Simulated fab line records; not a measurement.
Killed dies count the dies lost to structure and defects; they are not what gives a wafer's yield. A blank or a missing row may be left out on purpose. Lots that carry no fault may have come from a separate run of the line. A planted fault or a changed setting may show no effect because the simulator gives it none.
Matching of chambers	flow sky130	SKY_LI_CONTACT_ETCH_14 on rie-diel-03 has 4 sister chambers
The step etches BARC in N2/H2, stops on SiO2, time 45.9 s, target depth 60 nm. 7 wafers are shown with their chamber, then 7 later ones without.

## WAFERS PAIRED WITH THEIR CHAMBERS
wafer	chamber	drypump-motor-current-A (A)	throttle-valve-pct (%)
L591.6	2	6.3	13.222
L593.3	0	5.9	13.241
L593.5	3	6.6	13.230
L594.4	3	6.6	13.225
L594.5	1	5.5	13.227
L596.1	1	5.6	13.214
L596.4	0	5.9	13.256

## WAFERS MISSING THEIR CHAMBER
wafer	drypump-motor-current-A (A)	throttle-valve-pct (%)
L596.5	5.9	13.228
L598.1	5.9	13.210
L598.4	6.6	13.218
L598.5	6.6	13.228
L600.1	6.6	13.226
L600.4	5.5	13.207
L600.5	6.3	13.221

## WHICH CHAMBER EACH ONE RAN IN
wafer	from the rows above	in truth
L596.5	0	0
L598.1	0	0
L598.4	3	3
L598.5	3	3
L600.1	3	3
L600.4	1	1
L600.5	2	2
Correctly placed: 7 of 7. Number that these rows cannot place: 0. Placed wrongly: 0.
How it was worked out, from the rows above alone: a wafer's distance from a chamber is the root of the sum, over the readings, of the square of ((its reading less the chamber's mean) divided by the reading's scatter). If the next closest chamber is less than 2 further off than the closest, the wafer can't be placed; otherwise it belongs to the closest. A chamber's mean is the mean of its shown wafers. How the scatter is found: for the shown wafers, subtract from each reading the mean of its chamber, square and add these, divide the total by (wafers less chambers), then take the root.
